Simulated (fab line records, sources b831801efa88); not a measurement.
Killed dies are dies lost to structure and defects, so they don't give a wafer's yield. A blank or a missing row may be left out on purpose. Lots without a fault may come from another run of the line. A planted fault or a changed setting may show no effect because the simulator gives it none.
A struck lot beside a sound one | flow sfq_line | 41 steps out of a route of 325
Sound: wafers L346.1, L346.2, L346.3. Struck: wafer L356.4. (L356.1, L356.2 of the same lot were not struck and are left out.) The cause comes at the end.
At each step with rows: each side's tool, then ch and its chambers, then its first start. Under that, the readings that differ: sound wafers | struck wafers | difference of the means | sigmas: that difference in standard deviations of wafers without a fault.
alike: readings whose means differ by less than 2 such deviations, and words and numbers that are the same on both sides. not compared: withheld readings, readings that some wafer has no value for, bounds like >300 that may hide the same value, and numbers for which the record gives no deviation and whose values overlap.
The two part at a step that has a row with sigmas, a row that says differs or no value, or rows on one side only. Numbers that don't overlap but have no deviation are shown without sigmas and don't part them. A reading that every wafer of one side lacks parts them only if that side has two wafers or more.

first, 6 steps without rows for these wafers: SFQ_TRILAYER_M7_LITHO_COAT_182 (resist thk 62 nm); SFQ_TRILAYER_M7_LITHO_COAT_177 (resist thk 600 nm); SFQ_TRILAYER_M7_LITHO_SOFTBAKE_181; SFQ_TRILAYER_M7_LITHO_EXPOSE_178 (exposes mask M7, target cd 500 nm); SFQ_TRILAYER_M7_LITHO_PEB_180 (peb time 60 s); SFQ_TRILAYER_M7_LITHO_DEVELOP_179 (time 60 s).
SFQ_M7_OVL_MEAS_945:
  sound on overlay-02, day 76 17:01; struck on overlay-01, day 85 19:13
  reading     | sound    | struck | difference | sigmas
  M7_OVL (nm) | -7 -2 -4 | 5      | +9         | +2
SFQ_TRILAYER_M7_BARC_OPEN_METAL_ETCH_229: etches BARC in O2, target depth 125 nm, time 41.7 s.
  sound on rie_metal-01 ch 0,1, day 76 17:03; struck on rie_metal-04 ch 1, day 85 19:16
  reading                     | sound          | struck | difference | sigmas
  drypump_motor_current_A (A) | 5.52 5.43 5.42 | 6.16   | +0.70      | +3
  alike: oes_product_au
  not compared: rf_hours_counter_h
SFQ_TRILAYER_M7_ETCH_METAL_ETCH_180: etches Nb in Cl2/Ar, stops on SiO2, target depth 240 nm, time 120 s.
  sound on rie_metal-01 ch 0,1, day 76 17:07; struck on rie_metal-04 ch 1, day 85 19:19
  reading                     | sound          | struck | difference | sigmas
  drypump_motor_current_A (A) | 5.51 5.46 5.43 | 6.15   | +0.68      | +3
  alike: oes_product_au
  not compared: rf_hours_counter_h
SFQ_TRILAYER_M7_STRIP_STRIP_181: strips in O2.
  sound on rie_metal-01 ch 0,1, day 76 17:14; struck on rie_metal-04 ch 1, day 85 19:26
  reading                     | sound          | struck | difference | sigmas
  drypump_motor_current_A (A) | 5.49 5.44 5.44 | 6.16   | +0.70      | +3
  alike: oes_product_au
  not compared: rf_hours_counter_h
then, 1 step without rows for these wafers: SFQ_TRILAYER_M7_STRIP_SOLV_CLEAN_182 (cleans in NMP, time 600 s).
SFQ_TRILAYER_I7_DEP_PECVD_183: deposits SiO2 from SiH4/N2O, time 111.11 s, target thk 500 nm.
  sound on pecvd-03 ch 0,1,2, day 76 18:11; struck on pecvd-03 ch 2, day 85 20:13
  alike: heater_power_w, susceptor_temp_C, throttle_valve_pct
SFQ_TRILAYER_I7_CMP_CMP_184: polishes SiO2.
  sound on cmp-01 ch 0,2,3, day 77 09:01; struck on cmp-02 ch 0, day 85 23:42
  reading                                             | sound             | struck | difference | sigmas
  time_to_endpoint_s (s)                              | 213 226 208       | 289    | +73        | +9
  model.SiO2_of_TRILAYER_I7_DEP_PECVD_183.thk_nm (nm) | 200.8 200.2 200.5 | 309.8  | +109.3     |
  alike: head_pressure_psi, motor_current_A
SFQ_I7_BOW_MEAS_946:
  sound on film_metro-02, day 77 12:01; struck on film_metro-01, day 86 01:42
  alike: I7_BOW
SFQ_TRILAYER_I7_METRO_MEASURE_185:
  sound on film_metro-02, day 77 12:08; struck on film_metro-01, day 86 01:49
  reading     | sound             | struck | difference | sigmas
  thk_nm (nm) | 200.7 200.3 200.3 | 309.8  | +109.4     | +99 or more
then, 6 steps without rows for these wafers: SFQ_TRILAYER_I7_VIA_LITHO_COAT_192 (resist thk 62 nm); SFQ_TRILAYER_I7_VIA_LITHO_COAT_187 (resist thk 650 nm); SFQ_TRILAYER_I7_VIA_LITHO_SOFTBAKE_191; SFQ_TRILAYER_I7_VIA_LITHO_EXPOSE_188 (exposes mask I7, target cd 1000 nm); SFQ_TRILAYER_I7_VIA_LITHO_PEB_190 (peb time 60 s); SFQ_TRILAYER_I7_VIA_LITHO_DEVELOP_189 (time 60 s).
SFQ_I7_OVL_MEAS_947:
  sound on overlay-02, day 81 11:05; struck on overlay-01, day 86 07:01
  alike: I7_OVL
SFQ_TRILAYER_I7_VIA_BARC_OPEN_VIA_ETCH_260: etches BARC in O2, target depth 125 nm, time 41.7 s.
  sound on rie_diel-02 ch 0,1,3, day 81 11:08; struck on rie_diel-02 ch 3, day 86 07:04
  alike: drypump_motor_current_A, oes_product_au
  not compared: rf_hours_counter_h
SFQ_TRILAYER_I7_VIA_ETCH_VIA_ETCH_190: etches SiO2 in CHF3, stops on Nb, target depth 260 nm.
  sound on rie_diel-02 ch 0,1,3, day 81 11:10; struck on rie_diel-02 ch 3, day 86 07:06
  reading                        | sound             | struck | difference | sigmas
  oes_product_au (a.u.)          | 0.848 0.852 0.858 | 0.993  | +0.140     | +28
  model.etch.depth_nm (nm)       | 200.8 200.2 200.5 | 261.2  | +60.7      |
  model.I7.feature_depth_nm (nm) | 200.8 200.2 200.5 | 261.2  | +60.7      |
  alike: drypump_motor_current_A
then, 9 steps without rows for these wafers: SFQ_TRILAYER_I7_VIA_STRIP_STRIP_191 (strips in O2); SFQ_TRILAYER_I7_VIA_STRIP_SOLV_CLEAN_192 (cleans in NMP, time 600 s); SFQ_TRILAYER_M8_LITHO_LOR_COAT_197; SFQ_TRILAYER_M8_LITHO_LOR_BAKE_198; SFQ_TRILAYER_M8_LITHO_COAT_193 (resist thk 600 nm); SFQ_TRILAYER_M8_LITHO_SOFTBAKE_199; SFQ_TRILAYER_M8_LITHO_EXPOSE_194 (exposes mask M8, target cd 2000 nm); SFQ_TRILAYER_M8_LITHO_PEB_196 (peb time 60 s); SFQ_TRILAYER_M8_LITHO_DEVELOP_195 (img clear 15 s, time 55 s).
SFQ_M8_OVL_MEAS_948:
  sound on overlay-01, day 81 17:25; struck on overlay-01, day 86 16:40
  alike: M8_OVL
then, 3 steps without rows for these wafers: SFQ_TRILAYER_M8_DEP_EVAP_197 (material Ti, target thk 20 nm, time 100 s); SFQ_TRILAYER_M8_DEP_EVAP_198 (material Pt, target thk 50 nm, time 250 s); SFQ_TRILAYER_M8_DEP_EVAP_196 (material Au, target thk 180 nm, time 900 s).
SFQ_M8_RS_MEAS_949: measures by four-point-probe.
  sound on film_metro-02, day 81 18:11; struck on film_metro-04, day 86 17:26
  alike: M8_AU_RS
SFQ_M8_THK_MEAS_950: measures by xrf.
  sound on film_metro-02, day 81 18:19; struck on film_metro-04, day 86 17:34
  alike: M8_AU_THK
then, 1 step without rows for these wafers: SFQ_TRILAYER_M8_LIFTOFF_LIFTOFF_197 (chemistry NMP, time 600 s).
SFQ_M8_BOW_MEAS_951:
  sound on film_metro-02, day 81 18:32; struck on film_metro-02, day 86 17:47
  reading                 | sound             | struck | difference | sigmas
  model.etest.i7.link_ohm | 1.056 1.061 1.058 | 1e+06  | +1e+06     |
  alike: M8_BOW

WHERE THEY PART
First at SFQ_M7_OVL_MEAS_945; last, within this record, at SFQ_TRILAYER_I7_VIA_ETCH_VIA_ETCH_190. Later steps at which nothing parts them and some readings are alike: SFQ_M8_OVL_MEAS_948, SFQ_M8_RS_MEAS_949, SFQ_M8_THK_MEAS_950, SFQ_M8_BOW_MEAS_951.

WHY: what the simulator had put in
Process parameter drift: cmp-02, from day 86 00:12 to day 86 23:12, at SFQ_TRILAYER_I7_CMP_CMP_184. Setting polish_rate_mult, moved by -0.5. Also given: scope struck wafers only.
